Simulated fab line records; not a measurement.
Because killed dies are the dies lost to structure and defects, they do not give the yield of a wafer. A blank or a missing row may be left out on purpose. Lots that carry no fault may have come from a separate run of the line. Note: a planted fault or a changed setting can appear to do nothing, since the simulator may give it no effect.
fab line records + flow gf180mcu + part 2 of 2: steps 29 to 37 of 37
record
- lots=5
- wafers=15
- lastDay=33
route steps=602 shown STI@21 DNWELL@32 NWELL@42 LVPWELL@54
lots untouched by any fault: they come from a run of this same line in which no faults occurred
startH: hours from the record's opening day to when the first of the lot's shown wafers began + waitH: hours since the lot's step before + " identical to the entry in the row above + L1.1+2: one row covering several wafers at once + - either no value or no given start + * or withheld: withheld + < > ~ a bound
route shown NAME@n: names a module that has steps shown in the file, with the first one's number in the route + usual: mean and standard deviation over wafers with no fault + same: alike in all rows + chamber/n: place in a boat + sites: each site's reading + _std_site: standard deviation across them + _edge_site: outer sites' mean less inner sites' + radiusMm: for every site, how far away it sits from the centre of the wafer + mask NAME#n: copy n + behind: the last tool/chamber to shape the wafer + hold: cause of the lot's hold/its duration in hours/its outcome + device: the transistor (n, p or np) that didn't switch + end of line: the route-end tests of the same wafers + a step with no rows: only its recipe + killed: dies lost to structure and defects at the first sort, not the wafer's yield + map: dies across one wafer; x = killed, . = not, _ = none there
set.NAME: the setting the step ran with; set.NAME@STEP: the setting that earlier step ran with + model.NAME: the simulator's own value behind a step, which no gauge read
certain route steps with their lots: each step a table, each wafer a row
services: a tool's chamber out of use, with start hour (startH, from the record's first day; less than 0 if before it), hours out, and reason
## steps
# step GF_NWELL_OVL_MEAS_07
# usual
- NWELL_OVL=0.2/1.4
| lot.wafer | tool       | chamber | startH | waitH | NWELL_OVL[nm] |
|-----------|------------|---------|--------|-------|---------------|
| L078.2    | overlay-01 | -       | 77.83  | -     | 1.2           |
| L078.4    | "          | -       | "      | "     | 1.7           |
| L078.5    | "          | -       | "      | "     | -0.7          |
| L081.2    | overlay-02 | -       | 94.25  | -     | 0.7           |
| L081.3    | "          | -       | "      | "     | 1.1           |
| L081.5    | "          | -       | "      | "     | 1.8           |
| L085.1    | overlay-01 | -       | 114.77 | -     | -1.8          |
| L085.4    | "          | -       | "      | "     | -2.4          |
| L085.6    | "          | -       | "      | "     | -2.9          |
| L086.3    | overlay-01 | -       | 121.34 | -     | -0.8          |
| L086.4    | "          | -       | "      | "     | -0.7          |
| L086.5    | "          | -       | "      | "     | 0.1           |
| L092.1    | overlay-01 | -       | 159.47 | -     | 1.5           |
| L092.3    | "          | -       | "      | "     | 1.6           |
| L092.5    | "          | -       | "      | "     | -0.9          |
# step GF_NWELL_IMPLANT_08
# recipe
- species=P
- energyKev=450
- doseCm2=1.5e+13
- tiltDeg=0
# usual
- doseIonsCm2=1.5e+13/1.6e+10
| lot.wafer | tool         | chamber | startH | waitH | doseIonsCm2 |
|-----------|--------------|---------|--------|-------|-------------|
| L078.2    | implanter-04 | 0       | 77.89  | 0.0   | 1.4982e+13  |
| L078.4    | "            | 0       | "      | "     | 1.4993e+13  |
| L078.5    | "            | 0       | "      | "     | 1.4996e+13  |
| L081.2    | implanter-04 | 0       | 94.30  | 0.0   | 1.5004e+13  |
| L081.3    | "            | 0       | "      | "     | 1.4963e+13  |
| L081.5    | "            | 0       | "      | "     | 1.4993e+13  |
| L085.1    | implanter-04 | 0       | 114.80 | 0.0   | 1.497e+13   |
| L085.4    | "            | 0       | "      | "     | 1.5003e+13  |
| L085.6    | "            | 0       | "      | "     | 1.4993e+13  |
| L086.3    | implanter-04 | 0       | 121.41 | 0.1   | 1.4988e+13  |
| L086.4    | "            | 0       | "      | "     | 1.5003e+13  |
| L086.5    | "            | 0       | "      | "     | 1.502e+13   |
| L092.1    | implanter-04 | 0       | 159.50 | 0.0   | 1.499e+13   |
| L092.3    | "            | 0       | "      | "     | 1.5015e+13  |
| L092.5    | "            | 0       | "      | "     | 1.4996e+13  |
# step GF_NWELL_IMPLANT_09
# recipe
- species=P
- energyKev=160
- doseCm2=4e+12
- tiltDeg=0
# usual
- doseIonsCm2=4.001e+12/4.9e+09
| lot.wafer | tool         | chamber | startH | waitH | doseIonsCm2 |
|-----------|--------------|---------|--------|-------|-------------|
| L078.2    | implanter-04 | 0       | 78.04  | 0.1   | 4.003e+12   |
| L078.4    | "            | 0       | "      | "     | 4.001e+12   |
| L078.5    | "            | 0       | "      | "     | 4.001e+12   |
| L081.2    | implanter-04 | 0       | 94.45  | 0.1   | 3.997e+12   |
| L081.3    | "            | 0       | "      | "     | 4e+12       |
| L081.5    | "            | 0       | "      | "     | 3.997e+12   |
| L085.1    | implanter-04 | 0       | 114.95 | 0.1   | 4.005e+12   |
| L085.4    | "            | 0       | "      | "     | 4.002e+12   |
| L085.6    | "            | 0       | "      | "     | 3.998e+12   |
| L086.3    | implanter-04 | 0       | 121.56 | 0.1   | 4e+12       |
| L086.4    | "            | 0       | "      | "     | 3.997e+12   |
| L086.5    | "            | 0       | "      | "     | 4.005e+12   |
| L092.1    | implanter-04 | 0       | 159.65 | 0.1   | 4.005e+12   |
| L092.3    | "            | 0       | "      | "     | 4.006e+12   |
| L092.5    | "            | 0       | "      | "     | 4.001e+12   |
# step GF_NWELL_STRIP_10
# recipe
- chemistry=O2/N2
- powerW=1400
- pressureMtorr=1500
- platenTempC=250
- o2FlowSccm=3000
- n2FlowSccm=300
- overashFraction=0.5
# usual
- drypumpMotorCurrentA=5.6/0.44
- heaterPowerW=343/24
- oesProductAu=0.723/0.0044
- stripTimeToEndpointS=36.96/0.098
| lot.wafer | tool           | chamber | startH | waitH | drypumpMotorCurrentA | heaterPowerW | oesProductAu | rfHoursCounterH | stripTimeToEndpointS |
|-----------|----------------|---------|--------|-------|----------------------|--------------|--------------|-----------------|----------------------|
| L078.2    | plasmaAsher-01 | 1       | 78.16  | 0.1   | 6.3                  | 344          | 0.711        | 43              | 36.89                |
| L078.4    | "              | 0       | "      | "     | 5.3                  | 340          | 0.724        | -               | 36.81                |
| L078.5    | "              | 1       | "      | "     | 6.3                  | 346          | 0.733        | -               | 36.97                |
| L081.2    | plasmaAsher-01 | 1       | 94.58  | 0.1   | 6.3                  | 343          | 0.716        | 45              | 36.99                |
| L081.3    | "              | 1       | "      | "     | 6.3                  | 345          | 0.726        | -               | 36.98                |
| L081.5    | "              | 1       | "      | "     | 6.3                  | 359          | 0.722        | -               | 36.97                |
| L085.1    | plasmaAsher-03 | 0       | 115.10 | 0.1   | 5.3                  | 361          | 0.720        | 51              | 37.12                |
| L085.4    | "              | 1       | "      | "     | 5.4                  | 303          | 0.724        | -               | 37.09                |
| L085.6    | "              | 1       | "      | "     | 5.4                  | 319          | 0.719        | -               | 37.11                |
| L086.3    | plasmaAsher-03 | 0       | 121.70 | 0.1   | 5.4                  | 360          | 0.729        | -               | 37.03                |
| L086.4    | "              | 1       | "      | "     | 5.4                  | 311          | 0.724        | -               | 36.97                |
| L086.5    | "              | 1       | "      | "     | 5.4                  | 319          | 0.720        | -               | 36.89                |
| L092.1    | plasmaAsher-03 | 0       | 159.80 | 0.1   | 5.3                  | 356          | 0.717        | 55              | 36.90                |
| L092.3    | "              | 0       | "      | "     | 5.3                  | 347          | 0.722        | -               | 36.98                |
| L092.5    | "              | 1       | "      | "     | 5.4                  | 310          | 0.730        | -               | 36.94                |
# step GF_NWELL_TW_MEAS_11
# usual
- NWELL_TW=1584/9.3
| lot.wafer | tool         | chamber | startH | waitH | NWELL_TW |
|-----------|--------------|---------|--------|-------|----------|
| L078.2    | filmMetro-03 | -       | 78.27  | 0.1   | 1588     |
| L078.4    | "            | -       | "      | "     | 1592     |
| L078.5    | "            | -       | "      | "     | 1589     |
| L081.2    | filmMetro-04 | -       | 94.69  | 0.1   | 1590     |
| L081.3    | "            | -       | "      | "     | 1588     |
| L081.5    | "            | -       | "      | "     | 1584     |
| L085.1    | filmMetro-01 | -       | 115.20 | 0.1   | 1578     |
| L085.4    | "            | -       | "      | "     | 1566     |
| L085.6    | "            | -       | "      | "     | 1577     |
| L086.3    | filmMetro-01 | -       | 121.78 | 0.1   | 1570     |
| L086.4    | "            | -       | "      | "     | 1584     |
| L086.5    | "            | -       | "      | "     | 1579     |
| L092.1    | filmMetro-01 | -       | 159.90 | 0.1   | 1567     |
| L092.3    | "            | -       | "      | "     | 1564     |
| L092.5    | "            | -       | "      | "     | 1569     |
# step GF_LVPWELL_DEHYDRATE_00
# recipe
- tempC=200
- timeS=60
# usual
- resistLineTempC=23.02/0.1
| lot.wafer | tool          | chamber | startH | waitH | resistLineTempC |
|-----------|---------------|---------|--------|-------|-----------------|
| L078.2    | lithoTrack-02 | 0       | 84.11  | 5.8   | 22.91           |
| L078.4    | "             | 0       | "      | "     | 22.99           |
| L078.5    | "             | 0       | "      | "     | 22.79           |
| L081.2    | lithoTrack-02 | 0       | 100.96 | 6.3   | 23.30           |
| L081.3    | "             | 0       | "      | "     | 23.04           |
| L081.5    | "             | 0       | "      | "     | 23.04           |
| L085.1    | lithoTrack-01 | 0       | 121.63 | 6.4   | 23.03           |
| L085.4    | "             | 0       | "      | "     | 23.01           |
| L085.6    | "             | 0       | "      | "     | 23.03           |
| L086.3    | lithoTrack-02 | 0       | 129.13 | 7.3   | 23.02           |
| L086.4    | "             | 0       | "      | "     | 23.02           |
| L086.5    | "             | 0       | "      | "     | 23.09           |
| L092.1    | lithoTrack-02 | 0       | 167.43 | 7.5   | 22.98           |
| L092.3    | "             | 0       | "      | "     | 22.95           |
| L092.5    | "             | 0       | "      | "     | 23.19           |
# step GF_LVPWELL_HMDS_01
# recipe
- primeTimeS=60
- primeTempC=120
# usual
- resistLineTempC=23.00/0.095
| lot.wafer | tool          | chamber | startH | waitH | resistLineTempC |
|-----------|---------------|---------|--------|-------|-----------------|
| L078.2    | lithoTrack-02 | 0       | 84.26  | 0.1   | 23.11           |
| L078.4    | "             | 0       | "      | "     | 22.99           |
| L078.5    | "             | 0       | "      | "     | 23.19           |
| L081.2    | lithoTrack-02 | 0       | 101.11 | 0.1   | 23.07           |
| L081.3    | "             | 0       | "      | "     | 22.90           |
| L081.5    | "             | 0       | "      | "     | 23.06           |
| L085.1    | lithoTrack-01 | 0       | 121.78 | 0.1   | 23.16           |
| L085.4    | "             | 0       | "      | "     | 23.05           |
| L085.6    | "             | 0       | "      | "     | 23.09           |
| L086.3    | lithoTrack-02 | 0       | 129.28 | 0.1   | 22.97           |
| L086.4    | "             | 0       | "      | "     | 22.99           |
| L086.5    | "             | 0       | "      | "     | 22.97           |
| L092.1    | lithoTrack-02 | 0       | 167.58 | 0.1   | 23.00           |
| L092.3    | "             | 0       | "      | "     | 22.99           |
| L092.5    | "             | 0       | "      | "     | 23.09           |
# step GF_LVPWELL_COAT_02
# recipe
- spinRpm=2000
- resistThkNm=3000
# usual
- resistLineTempC=23.00/0.12
| lot.wafer | tool          | chamber | startH | waitH | resistLineTempC |
|-----------|---------------|---------|--------|-------|-----------------|
| L078.2    | lithoTrack-02 | 0       | 84.41  | 0.1   | 23.14           |
| L078.4    | "             | 0       | "      | "     | 23.06           |
| L078.5    | "             | 0       | "      | "     | 23.21           |
| L081.2    | lithoTrack-02 | 0       | 101.26 | 0.1   | 23.11           |
| L081.3    | "             | 0       | "      | "     | 22.91           |
| L081.5    | "             | 0       | "      | "     | 22.89           |
| L085.1    | lithoTrack-01 | 0       | 121.93 | 0.1   | 23.35           |
| L085.4    | "             | 0       | "      | "     | 23.18           |
| L085.6    | "             | 0       | "      | "     | 22.84           |
| L086.3    | lithoTrack-02 | 0       | 129.43 | 0.1   | 22.87           |
| L086.4    | "             | 0       | "      | "     | 22.81           |
| L086.5    | "             | 0       | "      | "     | 22.95           |
| L092.1    | lithoTrack-02 | 0       | 167.73 | 0.1   | 22.92           |
| L092.3    | "             | 0       | "      | "     | 22.94           |
| L092.5    | "             | 0       | "      | "     | 22.93           |
# step GF_LVPWELL_SOFTBAKE_03
# recipe
- tempC=110
- timeS=withheld
# usual
- resistLineTempC=22.97/0.11
| lot.wafer | tool          | chamber | startH | waitH | resistLineTempC |
|-----------|---------------|---------|--------|-------|-----------------|
| L078.2    | lithoTrack-02 | 0       | 84.57  | 0.1   | 22.82           |
| L078.4    | "             | 0       | "      | "     | 22.90           |
| L078.5    | "             | 0       | "      | "     | 22.75           |
| L081.2    | lithoTrack-02 | 0       | 101.42 | 0.1   | 23.00           |
| L081.3    | "             | 0       | "      | "     | 23.00           |
| L081.5    | "             | 0       | "      | "     | 22.96           |
| L085.1    | lithoTrack-01 | 0       | 122.08 | 0.1   | 22.98           |
| L085.4    | "             | 0       | "      | "     | 23.04           |
| L085.6    | "             | 0       | "      | "     | 22.96           |
| L086.3    | lithoTrack-02 | 0       | 129.60 | 0.1   | 22.90           |
| L086.4    | "             | 0       | "      | "     | 22.81           |
| L086.5    | "             | 0       | "      | "     | 22.96           |
| L092.1    | lithoTrack-02 | 0       | 167.88 | 0.1   | 22.96           |
| L092.3    | "             | 0       | "      | "     | 23.14           |
| L092.5    | "             | 0       | "      | "     | 23.09           |
## services
| tool            | chamber | startH | hours | kind   |
|-----------------|---------|--------|-------|--------|
| hdpcvd-01       | -       | 31.09  | 14.6  | pm     |
| plasmaAsher-01  | -       | 43.69  | 2.7   | repair |
| plasmaAsher-03  | -       | 46.38  | 1.8   | repair |
| plasmaAsher-01  | -       | 54.06  | 0.7   | repair |
| cmp-02          | -       | 64.00  | 4.0   | pm     |
| plasmaAsher-01  | -       | 64.75  | 2.8   | pm     |
| plasmaAsher-03  | -       | 71.71  | 2.8   | pm     |
| cmp-02          | -       | 75.67  | 1.6   | repair |
| cmp-02          | -       | 75.78  | 0.6   | repair |
| cmp-01          | -       | 77.29  | 0.7   | repair |
| implanter-02    | -       | 93.67  | 1.4   | repair |
| hdpcvd-01       | 2       | 94.98  | 11.8  | repair |
| furnace-01      | -       | 109.33 | 3.4   | pm     |
| cmp-02          | -       | 112.16 | 2.4   | repair |
| furnace-02      | -       | 113.58 | 3.7   | pm     |
| furnace-01      | -       | 119.95 | 7.7   | repair |
| ilineStepper-01 | -       | 123.47 | 4.4   | pm     |
| implanter-04    | -       | 124.43 | 3.5   | pm     |
| plasmaAsher-03  | -       | 132.79 | 2.2   | repair |
| furnace-01      | -       | 134.60 | 3.0   | pm     |
| ilineStepper-02 | -       | 148.82 | 2.1   | pm     |
| plasmaAsher-03  | -       | 152.06 | 4.7   | repair |
| wetBench-03     | -       | 153.85 | 1.1   | repair |
| ilineStepper-01 | -       | 165.62 | 1.7   | pm     |
